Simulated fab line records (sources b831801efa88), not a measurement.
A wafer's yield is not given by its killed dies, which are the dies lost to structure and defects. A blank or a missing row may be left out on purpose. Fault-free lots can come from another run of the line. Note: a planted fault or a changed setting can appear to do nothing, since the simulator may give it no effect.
fab line records	flow sky130
[record] lots = 10	wafers = 30	last_day = 50
route steps=708 shown LOCAL_INTERCONNECT@401 CONTACT@407 PAD_OPEN@708
lots that met no fault: taken from a fault-free run of the same line
start_h: hours from the record's first day to the start of the lot's first wafer shown	wait_h: hours since the lot's step before	" unchanged from the row above	L1.1+2: several wafers, shown together as one row	- no value, or no start given	* or withheld: withheld	< > ~ a bound
route shown NAME@n: names a module that has steps shown in the file, with the first one's number in the route	usual: mean/standard deviation of fault-free wafers	same: alike in all rows	chamber/n: place in a boat	sites: the reading at each site	_std_site: how widely they spread, as a standard deviation	_edge_site: mean of outer sites minus mean of inner sites	radius_mm: for every site, how far away it sits from the centre of the wafer	mask NAME#n: copy n	behind: the last tool/chamber to shape the wafer	hold: the reason the lot was held/the length of the hold in hours/how it ended	device: the n, p or np transistor that did not switch	end of line: the tests these same wafers got at the end of their route	for a step that has no rows: nothing shown but its recipe	killed: dies that structure and defects cost at the first sort, which is not the same as the wafer's yield	map: per-die view of a wafer (x killed, . not killed, _ where there is no die)
set.NAME: the setting that was run; set.NAME@STEP: the one run at that earlier step	model.NAME: the simulator's own value behind a step, which no gauge read
a sample of lots followed through the steps of the route, with each step as a table and each wafer as a row
services: when a tool's chamber went out of use (start_h, in hours from the record's first day, below 0 if earlier), for how many hours, and the reason
[[steps]]
[step SKY_LOCAL_INTERCONNECT_METAL_ETCH_14]
[recipe] target_depth_nm = 110	stop_on = PSG	chemistry = Cl2/BCl3	target = TiN	resist_sidewall_deg = 88	pressure_mtorr = 10	icp_w = 900	bias_w = 48.5	Cl2_flow_sccm = 60	bcl3_flow_sccm = 30	time_s = 31.4
[usual] bcl3_flow_sccm = 29.99/0.089	drypump_motor_current_A = 6.1/0.44	oes_product_au = 0.948/0.0075	throttle_valve_pct = 21.896/0.01
lot.wafer	tool	chamber	start_h	wait_h	bcl3_flow_sccm	drypump_motor_current_A	oes_product_au	rf_hours_counter_h	throttle_valve_pct
L698.1	rie_metal-03	1	721.32	0.0	29.91	5.1	0.943	7	21.886
L698.4	"	0	"	"	30.06	6.2	0.956	-	21.900
L698.6	"	0	"	"	30.07	6.3	0.947	-	21.892
L699.1	rie_metal-03	0	746.52	0.0	30.08	6.2	0.947	12	21.889
L699.5	"	0	"	"	30.00	6.2	0.941	-	21.892
L699.6	"	1	"	"	29.96	5.1	0.947	-	21.904
L700.1	rie_metal-01	0	746.76	0.0	30.10	6.3	0.942	5	21.894
L700.2	"	1	"	"	29.94	5.7	0.935	8	21.903
L700.4	"	1	"	"	30.00	5.7	0.940	-	21.895
L707.2	rie_metal-03	0	808.59	0.0	29.95	6.3	0.946	13	21.904
L707.3	"	1	"	"	30.08	5.1	0.947	-	21.890
L707.6	"	0	"	"	29.86	6.2	0.939	-	21.900
L705.3	rie_metal-01	1	810.71	0.0	30.06	5.8	0.942	-	21.918
L705.4	"	0	"	"	30.06	6.4	0.943	-	21.899
L705.5	"	0	"	"	29.97	6.3	0.925	-	21.900
L708.3	rie_metal-02	0	815.58	0.0	29.95	6.6	0.943	-	21.891
L708.5	"	0	"	"	29.98	6.6	0.944	-	21.901
L708.6	"	1	"	"	29.98	6.3	0.949	-	21.909
L703.4	rie_metal-03	0	817.54	0.0	29.96	6.3	0.950	-	21.910
L703.5	"	1	"	"	30.06	5.1	0.958	-	21.892
L703.6	"	0	"	"	30.04	6.2	0.966	-	21.885
L714.2	rie_metal-03	0	847.74	0.1	29.82	6.2	0.952	-	21.883
L714.5	"	0	"	"	30.01	6.3	0.940	-	21.878
L714.6	"	0	"	"	29.94	6.3	0.952	-	21.895
L716.2	rie_metal-03	0	850.29	0.1	29.97	6.3	0.931	-	21.908
L716.3	"	0	"	"	30.10	6.3	0.943	-	21.896
L716.4	"	0	"	"	29.96	6.3	0.954	-	21.902
L718.1	rie_metal-02	0	860.61	0.0	30.05	6.6	0.957	13	21.892
L718.3	"	1	"	"	29.98	6.3	0.947	-	21.909
L718.5	"	0	"	"	30.01	6.6	0.958	-	21.888
[step SKY_CONTACT_THK_MEAS_01]
[recipe] reads = Si3N4_of_CONTACT_CVD_00
[usual] CONTACT_CVD_00_THK = 74.8/0.96
lot.wafer	tool	chamber	start_h	wait_h	CONTACT_CVD_00_THK[nm]
L698.1	film_metro-03	-	722.04	-	74.8
L698.4	"	-	"	"	75.4
L698.6	"	-	"	"	75.2
L699.1	film_metro-01	-	747.21	-	74.1
L699.5	"	-	"	"	74.4
L699.6	"	-	"	"	75.1
L700.1	film_metro-01	-	747.47	-	73.3
L700.2	"	-	"	"	75.2
L700.4	"	-	"	"	75.8
L707.2	film_metro-02	-	809.28	-	73.5
L707.3	"	-	"	"	73.3
L707.6	"	-	"	"	74.0
L705.3	film_metro-01	-	811.43	-	74.8
L705.4	"	-	"	"	75.9
L705.5	"	-	"	"	75.4
L708.3	film_metro-02	-	816.30	-	73.4
L708.5	"	-	"	"	75.8
L708.6	"	-	"	"	75.4
L703.4	film_metro-01	-	818.23	-	75.0
L703.5	"	-	"	"	74.9
L703.6	"	-	"	"	74.7
L714.2	film_metro-01	-	848.48	-	74.1
L714.5	"	-	"	"	75.5
L714.6	"	-	"	"	75.4
L716.2	film_metro-03	-	851.05	-	73.8
L716.3	"	-	"	"	74.8
L716.4	"	-	"	"	76.8
L718.1	film_metro-01	-	861.33	-	75.1
L718.3	"	-	"	"	75.6
L718.5	"	-	"	"	75.7
[step SKY_CONTACT_ETCH_18]
[recipe] target = Si3N4	chemistry = CHF3/O2	stop_on = TiN	source_w = 600	bias_w = 200	pressure_mtorr = 40	chf3_flow_sccm = 50	O2_flow_sccm = 5	time_s = 39	target_depth_a = 750
[usual] O2_flow_sccm = 5.000/0.014	drypump_motor_current_A = 5.8/0.37	oes_product_au = 0.853/0.0069	throttle_valve_pct = 8.793/0.0086
lot.wafer	tool	chamber	start_h	wait_h	O2_flow_sccm	drypump_motor_current_A	oes_product_au	rf_hours_counter_h	throttle_valve_pct
L698.1	rie_diel-02	0	-	-	5.019	5.9	0.845	4	8.794
L698.4	"	2	"	"	5.035	6.1	0.864	11	8.812
L698.6	"	2	"	"	5.002	6.1	0.850	-	8.801
L699.1	rie_diel-04	1	-	-	4.996	6.5	0.848	8	8.788
L699.5	"	3	"	"	4.998	6.2	0.849	-	8.778
L699.6	"	2	"	"	4.986	5.5	0.853	-	8.778
L700.1	rie_diel-02	3	-	-	5.014	5.8	0.846	10	8.781
L700.2	"	1	"	"	5.014	5.5	0.856	15	8.795
L700.4	"	2	"	"	5.004	6.1	0.854	11	8.809
L707.2	rie_diel-04	2	-	-	5.002	5.5	0.848	20	8.784
L707.3	"	0	"	"	5.009	4.7	0.842	18	8.795
L707.6	"	0	"	"	4.995	4.7	0.846	-	8.793
L705.3	rie_diel-04	3	-	-	5.002	6.2	0.851	14	8.794
L705.4	"	2	"	"	4.996	5.5	0.870	20	8.790
L705.5	"	3	"	"	5.015	6.2	0.855	-	8.802
L708.3	rie_diel-04	1	-	-	5.014	6.5	0.848	10	8.798
L708.5	"	0	"	"	4.999	4.7	0.857	-	8.787
L708.6	"	3	"	"	5.014	6.2	0.851	-	8.803
L703.4	rie_diel-02	2	-	-	4.979	6.1	0.854	-	8.792
L703.5	"	3	"	"	4.999	5.7	0.854	-	8.789
L703.6	"	1	"	"	5.005	5.5	0.855	-	8.802
L714.2	rie_diel-02	3	-	-	4.973	5.7	0.843	13	8.794
L714.5	"	0	"	"	5.006	5.8	0.863	-	8.792
L714.6	"	1	"	"	4.995	5.5	0.859	-	8.785
L716.2	rie_diel-02	2	-	-	5.003	6.1	0.850	15	8.798
L716.3	"	3	"	"	4.991	5.8	0.851	13	8.797
L716.4	"	0	"	"	5.006	5.8	0.858	7	8.795
L718.1	rie_diel-01	0	-	-	4.997	5.5	0.855	14	8.806
L718.3	"	1	"	"	4.985	5.9	0.852	12	8.799
L718.5	"	2	"	"	5.002	6.1	0.859	-	8.794
[step SKY_CONTACT_CVD_24]
[recipe] material = W	target_thk_nm = 340	time_s = 102.12	temp_c = 400	pressure_torr = 40
[usual] heater_power_w = 866/67
lot.wafer	tool	chamber	start_h	wait_h	heater_power_w
L698.1	cvd_w-01	0	750.58	0.0	778
L698.4	"	0	"	"	796
L698.6	"	0	"	"	787
L699.1	cvd_w-02	1	774.61	0.0	812
L699.5	"	0	"	"	897
L699.6	"	1	"	"	828
L700.1	cvd_w-01	1	774.93	0.0	996
L700.2	"	0	"	"	764
L700.4	"	0	"	"	772
L707.2	cvd_w-01	1	836.84	0.0	981
L707.3	"	1	"	"	970
L707.6	"	0	"	"	789
L705.3	cvd_w-02	1	839.22	0.1	825
L705.4	"	0	"	"	883
L705.5	"	0	"	"	906
L708.3	cvd_w-02	1	844.17	0.1	831
L708.5	"	0	"	"	891
L708.6	"	1	"	"	817
L703.4	cvd_w-01	0	846.15	0.1	780
L703.5	"	1	"	"	983
L703.6	"	0	"	"	788
L714.2	cvd_w-02	1	875.62	0.0	853
L714.5	"	1	"	"	825
L714.6	"	0	"	"	883
L716.2	cvd_w-01	0	878.71	0.1	806
L716.3	"	0	"	"	789
L716.4	"	1	"	"	1001
L718.1	cvd_w-01	1	888.69	0.0	951
L718.3	"	1	"	"	987
L718.5	"	0	"	"	794
[step SKY_CONTACT_RS_MEAS_25]
[recipe] thk_meas_gauge = four-point-probe	reads = W_of_CONTACT_CVD_24+TiN_of_CONTACT_SPUTTER_23
[usual] CONTACT_W_RS = 0.339/0.0031
lot.wafer	tool	chamber	start_h	wait_h	hold	CONTACT_W_RS[ohm/sq]
L698.1	film_metro-02	-	750.80	0.2	-	0.338
L698.4	"	-	"	"	-	0.337
L698.6	"	-	"	"	-	0.334
L699.1	film_metro-02	-	774.72	0.1	-	0.336
L699.5	"	-	"	"	-	0.342
L699.6	"	-	"	"	-	0.336
L700.1	film_metro-02	-	775.04	0.1	-	0.341
L700.2	"	-	"	"	-	0.337
L700.4	"	-	"	"	-	0.333
L707.2	film_metro-01	-	836.97	0.1	-	0.339
L707.3	"	-	"	"	-	0.337
L707.6	"	-	"	"	-	0.341
L705.3	film_metro-01	-	839.33	0.1	-	0.344
L705.4	"	-	"	"	-	0.337
L705.5	"	-	"	"	-	0.338
L708.3	film_metro-01	-	844.28	0.1	-	0.338
L708.5	"	-	"	"	-	0.338
L708.6	"	-	"	"	-	0.339
L703.4	film_metro-03	-	846.28	0.1	-	0.344
L703.5	"	-	"	"	-	0.339
L703.6	"	-	"	"	-	0.342
L714.2	film_metro-01	-	875.75	0.1	await_dispo/0.2h/release	0.214
L714.5	"	-	"	"	await_dispo/0.2h/release	0.342
L714.6	"	-	"	"	await_dispo/0.2h/release	0.339
L714.2	film_metro-01	-	876.03	0.3	-	0.213
L714.5	"	-	"	"	-	0.342
L714.6	"	-	"	"	-	0.338
L716.2	film_metro-03	-	878.84	0.1	-	0.340
L716.3	"	-	"	"	-	0.340
L716.4	"	-	"	"	-	0.341
L718.1	film_metro-02	-	888.80	0.1	-	0.341
L718.3	"	-	"	"	-	0.340
L718.5	"	-	"	"	-	0.342
[step SKY_CONTACT_THK_MEAS_26]
[recipe] thk_meas_gauge = xrf	reads = W_of_CONTACT_CVD_24
[usual] CONTACT_W_THK = 327/3.5
lot.wafer	tool	chamber	start_h	wait_h	hold	CONTACT_W_THK[nm]
L698.1	film_metro-02	-	750.92	0.1	-	329
L698.4	"	-	"	"	-	328
L698.6	"	-	"	"	-	330
L699.1	film_metro-02	-	774.84	0.1	-	328
L699.5	"	-	"	"	-	324
L699.6	"	-	"	"	-	331
L700.1	film_metro-02	-	775.16	0.1	-	326
L700.2	"	-	"	"	-	329
L700.4	"	-	"	"	-	334
L707.2	film_metro-01	-	837.08	0.1	-	324
L707.3	"	-	"	"	-	326
L707.6	"	-	"	"	-	323
L705.3	film_metro-01	-	839.43	0.1	-	321
L705.4	"	-	"	"	-	327
L705.5	"	-	"	"	-	328
L708.3	film_metro-01	-	844.38	0.1	-	325
L708.5	"	-	"	"	-	326
L708.6	"	-	"	"	-	327
L703.4	film_metro-03	-	846.37	0.1	-	323
L703.5	"	-	"	"	-	327
L703.6	"	-	"	"	-	325
L716.2	film_metro-03	-	878.95	0.1	-	324
L716.3	"	-	"	"	-	324
L716.4	"	-	"	"	-	324
L714.2	film_metro-01	-	880.24	4.2	await_dispo/0.2h/release	498
L714.5	"	-	"	"	await_dispo/0.2h/release	321
L714.6	"	-	"	"	await_dispo/0.2h/release	325
L714.2	film_metro-01	-	880.46	0.2	-	500
L714.5	"	-	"	"	-	322
L714.6	"	-	"	"	-	326
L718.1	film_metro-02	-	888.92	0.1	-	324
L718.3	"	-	"	"	-	324
L718.5	"	-	"	"	-	323
[step SKY_CONTACT_CMP_27]
[recipe] stop_on = SiO2	t_overpolish_s = 15	down_force_psi = 3.5	platen_rpm = 60	target_thk_nm = 0	pad_velocity_m_s = 0.94248
[usual] head_pressure_psi = 3.500/0.0094	motor_current_A = 10.6/1	time_to_endpoint_s = 83/4
lot.wafer	tool	chamber	start_h	wait_h	hold	head_pressure_psi	motor_current_A	time_to_endpoint_s
L698.4	cmp-01	1	750.98	0.0	-	3.501	10.6	80
L698.1	"	0	"	"	-	3.488	11.1	84
L698.6	"	2	"	"	-	3.516	11.7	82
L699.1	cmp-01	1	775.05	0.2	-	3.503	10.4	78
L699.5	"	2	"	"	-	3.499	11.1	79
L699.6	"	3	"	"	-	3.492	10.0	75
L700.1	cmp-01	0	775.22	0.1	-	3.500	10.4	86
L700.4	"	1	"	"	-	3.511	11.5	78
L700.2	"	2	"	"	-	3.497	12.4	83
L707.3	cmp-02	0	837.23	0.1	-	3.508	10.0	82
L707.2	"	1	"	"	-	3.500	12.4	88
L707.6	"	2	"	"	-	3.513	11.8	82
L705.3	cmp-02	0	839.57	0.1	-	3.497	9.6	80
L705.4	"	1	"	"	-	3.492	11.6	86
L705.5	"	3	"	"	-	3.502	8.4	78
L708.3	cmp-01	1	844.42	0.0	-	3.485	10.9	78
L708.6	"	1	"	"	-	3.488	10.8	79
L708.5	"	2	"	"	-	3.514	11.4	80
L703.4	cmp-02	2	846.55	0.2	-	3.498	11.4	81
L703.6	"	3	"	"	-	3.497	8.8	80
L703.5	"	0	"	"	-	3.501	10.1	83
L716.3	cmp-01	0	879.19	0.2	-	3.512	10.5	80
L716.2	"	1	"	"	-	3.507	10.7	78
L716.4	"	3	"	"	-	3.485	10.3	74
L714.2	cmp-02	2	888.33	7.9	await_dispo/7.8h/release	3.490	11.0	132
L714.6	"	1	"	"	await_dispo/7.8h/release	3.506	11.4	85
L714.5	"	2	"	"	await_dispo/7.8h/release	3.484	11.5	81
L718.3	cmp-02	1	889.03	0.1	-	3.499	12.5	87
L718.1	"	2	"	"	-	3.507	11.0	81
L718.5	"	0	"	"	-	3.504	9.3	85
[step SKY_PAD_OPEN_PROBE_99]
[usual] killed_at_M0_to_M3 = 42/7.4	killed_at_M4_up = 3.5/1.9	killed_at_contacts = 24/5.2	killed_at_front_end = 15/4.5	killed_at_other = 0.2/0.53	killed_dies = 85/9.8	killed_open = 46/7.6	killed_short = 39/6.5
[same] gross_dies = 492	killed_at_back_side = 0
lot.wafer	tool	chamber	start_h	wait_h	killed_at_M0_to_M3	killed_at_M4_up	killed_at_contacts	killed_at_front_end	killed_at_other	killed_dies	killed_open	killed_short
L705.3	prober-02	-	1152.86	0.2	29	3	40	16	0	88	50	38
L705.4	prober-02	-	1152.91	0.2	35	4	19	17	0	75	35	40
L705.5	prober-02	-	1152.96	0.2	31	1	29	8	0	69	34	35
L708.3	prober-02	-	1159.45	0.2	37	4	19	22	0	82	50	32
L708.5	prober-02	-	1159.55	0.2	50	6	25	12	1	94	54	40
L708.6	prober-02	-	1159.60	0.2	43	4	19	19	0	85	46	39
L714.2	prober-01	-	1178.60	0.1	49	5	21	11	0	86	51	35
L714.5	prober-01	-	1178.75	0.2	45	6	28	13	0	92	57	35
L714.6	prober-01	-	1178.80	0.2	53	1	31	11	0	96	64	32
// killed by level:class
L705.3 CONTACT:geometric_particle:open=14 VIA1:geometric_particle:open=11 LI_CONTACT:geometric_particle:open=9 LOCAL_INTERCONNECT:geometric_particle:short=6 LI_CONTACT:geometric_particle:short=5 FIELD_ISO:geometric_particle:open=4 CONTACT:geometric_particle:short=4 VIA1:geometric_particle:short=4
L705.4 VIA1:geometric_particle:open=12 POLY_GATE:geometric_particle:short=6 LI_CONTACT:geometric_particle:open=6 CONTACT:geometric_particle:short=6 VIA2:geometric_particle:open=6 FIELD_ISO:geometric_particle:short=4 CONTACT:geometric_particle:open=4 METAL1:geometric_particle:short=4
L705.5 CONTACT:geometric_particle:open=14 CONTACT:geometric_particle:short=7 METAL1:geometric_particle:short=5 VIA1:geometric_particle:open=5 LI_CONTACT:geometric_particle:open=4 METAL2:geometric_particle:short=4 METAL3:geometric_particle:short=4 VIA2:geometric_particle:open=3
L708.3 FIELD_ISO:geometric_particle:open=7 VIA2:geometric_particle:open=7 VIA1:geometric_particle:open=7 VIA3:geometric_particle:open=7 CONTACT:geometric_particle:open=6 LI_CONTACT:geometric_particle:open=4 LOCAL_INTERCONNECT:geometric_particle:short=4 CONTACT:geometric_particle:short=4
L708.5 VIA2:geometric_particle:open=17 VIA1:geometric_particle:open=9 LI_CONTACT:geometric_particle:open=7 CONTACT:geometric_particle:open=6 POLY_GATE:geometric_particle:open=5 VIA1:geometric_particle:short=5 METAL2:geometric_particle:short=5 CONTACT:geometric_particle:short=4
L708.6 CONTACT:geometric_particle:open=10 VIA1:geometric_particle:open=9 VIA2:geometric_particle:open=6 VIA3:geometric_particle:open=6 METAL1:geometric_particle:short=5 METAL2:geometric_particle:short=5 VIA2:geometric_particle:short=5 FIELD_ISO:geometric_particle:open=4
L714.2 VIA1:geometric_particle:open=12 LI_CONTACT:geometric_particle:open=8 METAL2:geometric_particle:short=7 METAL2:geometric_particle:open=6 CONTACT:geometric_particle:open=5 VIA3:geometric_particle:open=5 VIA2:geometric_particle:open=5 POLY_GATE:geometric_particle:short=4
L714.5 VIA1:geometric_particle:open=11 LI_CONTACT:geometric_particle:open=10 CONTACT:geometric_particle:open=9 VIA2:geometric_particle:open=7 METAL2:geometric_particle:short=6 VIA3:geometric_particle:open=6 CONTACT:geometric_particle:short=5 VIA1:geometric_particle:short=5
L714.6 VIA1:geometric_particle:open=15 CONTACT:geometric_particle:open=13 VIA3:geometric_particle:open=10 VIA2:geometric_particle:open=9 METAL2:geometric_particle:short=7 LI_CONTACT:geometric_particle:short=6 LI_CONTACT:geometric_particle:open=6 FIELD_ISO:geometric_particle:open=3
[[services]]
tool	chamber	start_h	hours	kind
cmp-02	-	700.09	5.0	pm
cmp-01	-	704.70	2.3	repair
cmp-01	-	744.19	4.0	pm
cvd_w-01	1	747.50	18.5	repair
cmp-01	-	768.06	1.1	repair
cmp-02	-	769.29	6.0	pm
cmp-02	-	779.28	1.5	repair
cvd_w-02	-	799.10	2.8	pm
rie_diel-02	-	801.30	2.8	pm
cvd_w-02	-	816.30	1.6	repair
rie_diel-04	1	821.09	10.4	repair
cvd_w-02	-	830.28	6.9	pm
rie_diel-02	0	832.33	25.1	repair
rie_metal-03	-	837.12	0.4	repair
rie_metal-03	1	840.36	15.6	repair
cmp-01	-	858.31	3.7	repair
rie_metal-03	-	861.10	0.4	repair
cmp-01	-	862.04	4.6	pm
rie_diel-02	0	862.49	3.1	repair
cmp-01	-	866.02	2.0	repair
cmp-02	-	867.57	0.9	repair
cmp-01	-	875.18	1.0	repair
cvd_w-02	-	884.78	1.1	repair
rie_diel-04	0	885.38	18.9	repair
[[key]]
[first_sign] step = SKY_CONTACT_RS_MEAS_25	reading = visit	direction = added
[effect] step = SKY_CONTACT_RS_MEAS_25	reading = CONTACT_W_RS	direction = down	sigmas = 41	usual = 0.339	struck = 0.214
[effect] step = SKY_CONTACT_THK_MEAS_26	reading = visit	direction = added
[effect] step = SKY_CONTACT_THK_MEAS_26	reading = CONTACT_W_THK	direction = up	sigmas = 50	usual = 327	struck = 498
[effect] step = SKY_CONTACT_CMP_27	reading = time_to_endpoint_s	direction = up	sigmas = 12	usual = *	struck = *
met_at SKY_CONTACT_CVD_24
struck_lots L714
struck_wafers L714.2
tester_left_out L714
not_acting_at SKY_LOCAL_INTERCONNECT_METAL_ETCH_14,SKY_CONTACT_THK_MEAS_01,SKY_CONTACT_ETCH_18
onset_between 844.17 875.62
[fault] kind = process_parameter_drift	tool = cvd_w-02	chamber = -	onset_h = 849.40	steps = SKY_CONTACT_CVD_24	channel = target_thk_nm	offset = 198.27	shape = step	end_h = 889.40	scope = struck_wafers_only	acts_in = these_recipes_only	stated = 340
// tester_left_out: of these lots the tester's yield and bins aren't shown, on N5 and GAA mostly nor the transistor test; their killed dies are dies lost to structure and defects alone, not to doping, threshold or leakage, so they don't give the yield
